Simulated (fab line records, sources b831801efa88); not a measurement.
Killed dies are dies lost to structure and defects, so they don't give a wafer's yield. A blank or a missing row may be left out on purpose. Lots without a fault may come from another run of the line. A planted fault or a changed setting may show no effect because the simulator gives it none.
fab line records | flow gf180mcu
record lots=11 wafers=33 last_day=34
route steps=602 shown STI@4 M2@376
lots that met no fault: from a run of the same line without faults
start_h: hours from the record's first day to the start of the lot's first wafer shown | wait_h: hours since the lot's step before | " the same as in the row above | L1.1+2: a row that stands for several wafers | - no value, or no start given | * or withheld: withheld | < > ~ a bound
route shown NAME@n: a module of which the file shows steps, and the number in the route of the first | usual: mean/standard deviation of fault-free wafers | same: alike in all rows | chamber/n: place in a boat | sites: the reading at each site | _std_site: their standard deviation | _edge_site: outer sites' mean less inner sites' | radius_mm: how far each site lies from the wafer's centre | mask NAME#n: copy n | behind: the tool/chamber that last shaped the wafer | hold: why the lot was held/for how many hours/how that ended | device: the transistor (n, p or np) that didn't switch | end of line: the same wafers' tests at the end of the route | a step without rows: its recipe alone | killed: dies lost to structure and defects at the first sort, not the wafer's yield | map: a wafer's dies, x killed, . not, _ none there
set.NAME: the setting as run; set.NAME@STEP: as run at that earlier step | model.NAME: the simulator's own value behind a step, which no gauge read
steps of the route over a sample of lots; a table a step, a row a wafer
services: from which hour (start_h, from the record's first day; less than 0 if before it) a tool's chamber was out of use, for how many hours, and why
## steps
# step GF_STI_CVD_03
# recipe material=Si3N4 precursor=DCS/NH3 target_thk_nm=207.16 temp_c=770 time_s=3551 pressure_mtorr=250
# usual spike_tc_centre_C=771.8/1.1 spike_tc_lower_C=769.6/1.1 spike_tc_top_C=785.3/1.3 spike_tc_upper_C=769.8/1.5 susceptor_temp_C=769.97/0.29
# columns lot.wafer tool chamber start_h wait_h spike_tc_centre_C spike_tc_lower_C spike_tc_top_C spike_tc_upper_C susceptor_temp_C
L766.1 lpcvd-01 1 29.24 0.1 769.9 768.5 782.9 770.9 769.74
L766.4 " 1 " " 770.8 768.2 784.8 769.1 770.26
L766.5 " 1 " " 771.2 769.1 784.4 770.1 769.67
L767.2 lpcvd-02 1 34.76 0.0 773.3 770.1 784.8 767.6 769.66
L767.3 " 1 " " 772.2 769.6 785.2 768.9 770.15
L767.4 " 1 " " 772.7 771.2 786.8 766.9 769.74
L768.1 lpcvd-02 1 39.14 0.1 770.7 771.1 787.1 766.6 769.62
L768.2 " 1 " " 773.8 770.5 785.5 767.8 769.55
L768.5 " 1 " " 771.8 770.0 785.4 766.2 769.69
L769.1 lpcvd-01 1 43.05 0.1 771.4 768.7 784.8 770.2 770.25
L769.3 " 1 " " 772.8 769.9 783.7 769.6 769.81
L769.4 " 1 " " 770.2 770.5 784.2 769.4 769.74
L772.3 lpcvd-02 1 61.10 0.0 777.2 776.5 793.0 774.8 775.92
L772.4 " 1 " " 781.3 776.4 792.1 774.7 775.52
L772.6 " 1 " " 777.6 773.1 793.6 774.0 776.06
L774.1 lpcvd-01 0 67.31 0.6 772.0 769.7 785.7 772.7 769.58
L774.3 " 0 " " 772.2 770.0 785.6 771.4 769.72
L774.4 " 0 " " 771.9 768.7 785.2 770.7 769.94
L775.1 lpcvd-01 0 73.03 0.1 772.4 769.6 786.1 770.5 769.76
L775.4 " 0 " " 773.6 769.6 784.8 769.5 769.65
L775.5 " 0 " " 771.5 769.9 785.1 769.1 769.83
L779.1 lpcvd-01 1 91.57 0.1 772.7 770.9 784.6 769.2 769.85
L779.4 " 1 " " 772.2 767.8 784.8 768.2 769.75
L779.6 " 1 " " 771.9 769.4 784.7 769.3 769.74
L780.3 lpcvd-01 1 97.81 0.0 770.6 769.5 782.8 768.6 770.10
L780.4 " 1 " " 771.0 767.4 783.0 769.4 769.93
L780.6 " 1 " " 771.5 769.6 782.3 770.6 770.28
L781.2 lpcvd-01 0 101.57 0.0 771.5 770.7 785.7 769.7 770.22
L781.3 " 0 " " 772.7 770.6 784.9 771.8 769.63
L781.6 " 0 " " 772.0 769.8 785.5 771.2 769.85
L784.1 lpcvd-01 1 118.12 0.1 771.4 770.6 786.1 769.1 770.34
L784.3 " 1 " " 771.9 768.3 783.5 769.6 769.70
L784.4 " 1 " " 771.0 768.8 784.2 770.2 770.19
# step GF_STI_THK_MEAS_04
# recipe reads=Si3N4_of_STI_CVD_03
# usual STI_CVD_03_THK=206.7/2.1
# columns lot.wafer tool chamber start_h wait_h STI_CVD_03_THK[nm]
L766.1 film_metro-03 - 32.22 0.0 205.6
L766.4 " - " " 205.7
L766.5 " - " " 204.9
L767.2 film_metro-03 - 36.75 0.0 207.0
L767.3 " - " " 207.0
L767.4 " - " " 205.8
L768.1 film_metro-04 - 41.12 0.0 205.1
L768.2 " - " " 206.0
L768.5 " - " " 203.8
L769.1 film_metro-04 - 45.04 0.0 204.6
L769.3 " - " " 203.9
L769.4 " - " " 203.6
L772.3 film_metro-02 - 64.10 0.0 230.4
L772.4 " - " " 230.6
L772.6 " - " " 231.7
L774.1 film_metro-03 - 69.29 0.0 206.6
L774.3 " - " " 205.5
L774.4 " - " " 205.9
L775.1 film_metro-03 - 75.01 0.0 206.8
L775.4 " - " " 204.6
L775.5 " - " " 207.0
L779.1 film_metro-03 - 93.56 0.0 207.1
L779.4 " - " " 208.2
L779.6 " - " " 209.2
L780.3 film_metro-02 - 99.81 0.0 203.5
L780.4 " - " " 204.7
L780.6 " - " " 205.1
L781.2 film_metro-02 - 103.57 0.0 209.8
L781.3 " - " " 209.2
L781.6 " - " " 209.0
L784.1 film_metro-04 - 121.10 0.0 206.2
L784.3 " - " " 207.2
L784.4 " - " " 205.5
# step GF_STI_ETCH_13
# recipe chemistry=CHF3/O2 stop_on=Si over_etch_frac=0.3 target_depth_a=2823.1 source_w=600 bias_w=200 pressure_mtorr=40 chf3_flow_sccm=50 O2_flow_sccm=5 time_s=112.9
# usual drypump_motor_current_A=5.7/0.42 oes_product_au=0.832/0.0061 throttle_valve_pct=8.810/0.0099
# columns lot.wafer tool chamber start_h wait_h drypump_motor_current_A oes_product_au rf_hours_counter_h throttle_valve_pct
L766.1 rie_diel-04 2 43.63 0.1 6.3 0.833 88 8.797
L766.4 " 1 " " 5.6 0.828 37 8.807
L766.5 " 0 " " 5.8 0.828 - 8.805
L767.2 rie_diel-02 3 49.41 0.1 5.7 0.833 53 8.821
L767.3 " 0 " " 5.5 0.834 25 8.807
L767.4 " 2 " " 5.7 0.833 111 8.815
L768.1 rie_diel-02 0 54.01 0.1 5.5 0.834 25 8.799
L768.2 " 3 " " 5.7 0.834 53 8.810
L768.5 " 2 " " 5.7 0.826 - 8.796
L769.1 rie_diel-02 1 57.55 0.1 5.0 0.829 72 8.807
L769.3 " 2 " " 5.7 0.825 112 8.815
L769.4 " 3 " " 5.7 0.824 53 8.806
L772.3 rie_diel-01 0 76.61 0.1 5.0 0.884 61 8.828
L772.4 " 1 " " 6.5 0.885 127 8.821
L772.6 " 3 " " 6.3 0.892 - 8.818
L774.1 rie_diel-01 3 83.08 0.1 6.3 0.837 6 8.801
L774.3 " 0 " " 5.0 0.826 61 8.811
L774.4 " 2 " " 5.8 0.833 33 8.812
L775.1 rie_diel-04 2 88.96 0.1 6.3 0.833 90 8.809
L775.4 " 3 " " 5.7 0.824 - 8.805
L775.5 " 2 " " 6.3 0.838 - 8.819
L779.1 rie_diel-02 3 108.06 0.1 5.7 0.832 54 8.806
L779.4 " 2 " " 5.7 0.828 113 8.823
L779.6 " 1 " " 5.0 0.838 - 8.814
L780.3 rie_diel-01 1 113.16 0.1 6.5 0.830 128 8.821
L780.4 " 0 " " 5.1 0.832 62 8.812
L780.6 " 1 " " 6.5 0.825 - 8.801
L781.2 rie_diel-04 1 117.50 0.1 5.6 0.844 39 8.821
L781.3 " 0 " " 5.8 0.841 21 8.802
L781.6 " 2 " " 6.3 0.836 - 8.811
L784.1 rie_diel-02 2 135.15 0.1 5.7 0.839 114 8.796
L784.3 " 0 " " 5.5 0.834 27 8.810
L784.4 " 3 " " 5.7 0.829 55 8.803
# step GF_M2_CD_MEAS_14
# recipe target_cd_nm=280
# usual cd_nm=279.7/1.3
# columns lot.wafer tool chamber start_h wait_h cd_nm
L766.1 cd_sem-01 - 461.50 0.1 280.2
L766.4 " - " " 280.4
L766.5 " - " " 280.5
L767.2 cd_sem-02 - 465.40 0.1 278.9
L767.3 " - " " 279.2
L767.4 " - " " 278.8
L769.1 cd_sem-01 - 498.40 0.1 279.1
L769.3 " - " " 280.2
L769.4 " - " " 280.0
L768.1 cd_sem-02 - 500.65 0.1 279.4
L768.2 " - " " 280.6
L768.5 " - " " 278.7
L772.3 cd_sem-02 - 527.32 0.1 280.7
L772.4 " - " " 280.8
L772.6 " - " " 280.4
L774.1 cd_sem-01 - 533.38 0.1 278.9
L774.3 " - " " 278.1
L774.4 " - " " 279.0
L775.1 cd_sem-02 - 539.53 0.1 278.1
L775.4 " - " " 281.3
L775.5 " - " " 279.9
L779.1 cd_sem-01 - 576.79 0.2 279.9
L779.4 " - " " 280.5
L779.6 " - " " 279.2
L780.3 cd_sem-02 - 594.84 0.1 279.0
L780.4 " - " " 278.8
L780.6 " - " " 280.1
L781.2 cd_sem-01 - 595.70 0.1 278.7
L781.3 " - " " 278.2
L781.6 " - " " 278.1
L784.1 cd_sem-01 - 623.22 0.1 278.3
L784.3 " - " " 279.3
L784.4 " - " " 279.6
# step GF_M2_OVL_MEAS_15
# usual M2_OVL=0/5.9
# columns lot.wafer tool chamber start_h wait_h M2_OVL[nm]
L766.1 overlay-02 - 461.62 0.1 -5
L766.4 " - " " 0
L766.5 " - " " 2
L767.2 overlay-02 - 465.50 0.1 1
L767.3 " - " " -3
L767.4 " - " " 1
L769.1 overlay-02 - 498.52 0.1 -2
L769.3 " - " " 3
L769.4 " - " " -3
L768.1 overlay-02 - 500.77 0.1 -12
L768.2 " - " " -6
L768.5 " - " " -10
L772.3 overlay-01 - 527.41 0.1 4
L772.4 " - " " 7
L772.6 " - " " 1
L774.1 overlay-01 - 533.53 0.1 9
L774.3 " - " " 1
L774.4 " - " " 1
L775.1 overlay-01 - 539.65 0.1 -2
L775.4 " - " " -3
L775.5 " - " " 4
L779.1 overlay-01 - 576.91 0.1 7
L779.4 " - " " 6
L779.6 " - " " 6
L780.3 overlay-02 - 594.93 0.1 -6
L780.4 " - " " 5
L780.6 " - " " -1
L781.2 overlay-01 - 595.80 0.1 -7
L781.3 " - " " -5
L781.6 " - " " 2
L784.1 overlay-02 - 623.34 0.1 4
L784.3 " - " " -4
L784.4 " - " " -2
# step GF_M2_METAL_ETCH_16
# recipe chemistry=Cl2/BCl3 mask_material=KrF target_depth_nm=750.8 stop_on=SiO2 pressure_mtorr=8 icp_w=800 bias_w=140 Cl2_flow_sccm=80 bcl3_flow_sccm=40 time_s=125.1
# usual bcl3_flow_sccm=40.04/0.11 drypump_motor_current_A=5.9/0.33 oes_product_au=0.990/0.006 throttle_valve_pct=28.228/0.011
# columns lot.wafer tool chamber start_h wait_h bcl3_flow_sccm drypump_motor_current_A oes_product_au rf_hours_counter_h throttle_valve_pct
L766.1 rie_metal-02 1 461.66 0.0 39.85 6.0 1.005 8 28.221
L766.4 " 0 " " 40.08 5.9 0.979 - 28.249
L766.5 " 1 " " 40.01 6.0 0.993 - 28.230
L767.2 rie_metal-02 0 465.53 0.0 40.05 6.0 0.982 9 28.247
L767.3 " 0 " " 39.97 5.9 0.983 - 28.245
L767.4 " 1 " " 40.07 6.0 0.991 - 28.213
L769.1 rie_metal-02 0 498.56 0.0 39.92 5.9 0.981 10 28.226
L769.3 " 1 " " 39.87 6.0 0.996 - 28.207
L769.4 " 0 " " 40.02 5.9 0.982 - 28.243
L768.1 rie_metal-04 0 500.81 0.0 40.07 5.3 1.003 1 28.221
L768.2 " 1 " " 40.07 5.5 1.005 6 28.235
L768.5 " 1 " " 40.10 5.5 0.994 - 28.236
L772.3 rie_metal-02 1 527.48 0.1 39.90 6.0 0.994 - 28.227
L772.4 " 0 " " 40.17 5.9 0.994 - 28.228
L772.6 " 0 " " 40.12 6.0 0.991 - 28.230
L774.1 rie_metal-02 0 533.56 0.0 39.94 6.0 0.992 11 28.219
L774.3 " 0 " " 40.04 6.0 0.994 - 28.221
L774.4 " 1 " " 40.04 6.0 0.997 - 28.224
L775.1 rie_metal-04 0 539.68 0.0 40.18 5.2 0.992 1 28.231
L775.4 " 0 " " 40.01 5.2 0.997 - 28.225
L775.5 " 1 " " 39.94 5.5 0.987 - 28.220
L779.1 rie_metal-03 0 576.95 0.0 40.09 6.0 0.983 2 28.236
L779.4 " 0 " " 40.09 6.0 0.986 - 28.224
L779.6 " 0 " " 40.03 6.0 0.980 - 28.236
L780.3 rie_metal-03 0 595.02 0.1 40.01 6.0 0.983 - 28.222
L780.4 " 1 " " 39.96 6.3 0.988 - 28.235
L780.6 " 1 " " 39.93 6.3 0.991 - 28.228
L781.2 rie_metal-02 1 595.83 0.0 40.03 6.0 0.996 12 28.234
L781.3 " 1 " " 39.97 6.0 0.997 - 28.209
L781.6 " 0 " " 39.96 5.9 0.985 - 28.225
L784.1 rie_metal-02 1 623.38 0.0 40.01 6.0 0.989 13 28.205
L784.3 " 1 " " 40.04 6.0 0.994 - 28.232
L784.4 " 0 " " 40.02 5.9 0.982 - 28.244
## services
# columns tool chamber start_h hours kind
rie_diel-02 - 43.50 0.7 repair
rie_diel-04 1 73.60 19.3 repair
lpcvd-02 - 74.73 2.8 pm
rie_diel-01 2 89.08 4.3 repair
rie_diel-02 1 110.14 3.3 repair
lpcvd-02 - 112.11 0.9 repair
rie_diel-02 3 117.99 7.1 repair
rie_diel-02 - 141.06 1.1 repair
rie_diel-02 3 148.44 20.4 repair
rie_diel-01 - 148.60 0.4 repair
lpcvd-01 - 157.33 0.6 repair
rie_diel-04 1 195.19 6.3 repair
rie_diel-01 0 207.00 6.4 repair
rie_diel-04 1 209.69 2.1 repair
rie_diel-02 0 237.86 4.8 repair
lpcvd-01 - 245.46 2.1 repair
rie_metal-02 - 249.21 2.5 repair
rie_diel-02 2 304.61 6.1 repair
rie_metal-02 1 314.91 24.8 repair
rie_diel-02 - 361.88 2.8 pm
rie_metal-02 1 368.18 7.6 repair
lpcvd-01 - 428.15 2.8 repair
rie_diel-02 - 433.69 0.6 repair
rie_diel-02 1 574.00 18.3 repair
## key
first_sign step=GF_STI_CVD_03 reading=susceptor_temp_C direction=up sigmas=20 usual=* struck=*
effect step=GF_STI_CVD_03 reading=spike_tc_centre_C direction=up sigmas=6 usual=771.8 struck=778.7
effect step=GF_STI_THK_MEAS_04 reading=STI_CVD_03_THK direction=up sigmas=11 usual=206.7 struck=230.9
effect step=GF_STI_ETCH_13 reading=oes_product_au direction=up sigmas=9.1 usual=0.832 struck=0.887
met_at GF_STI_CVD_03
struck_lots L772
struck_wafers L772.3,L772.4,L772.6
tester_left_out L772
not_acting_at GF_M2_CD_MEAS_14,GF_M2_OVL_MEAS_15,GF_M2_METAL_ETCH_16
onset_between 39.14 61.10
fault kind=process_parameter_drift tool=lpcvd-02 chamber=1 onset_h=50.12 steps=GF_STI_CVD_03 channel=temp_c offset=* shape=step end_h=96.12 acts_in=* stated=*
# tester_left_out: of these lots the tester's yield and bins aren't shown, on N5 and GAA mostly nor the transistor test; their killed dies are dies lost to structure and defects alone, not to doping, threshold or leakage, so they don't give the yield
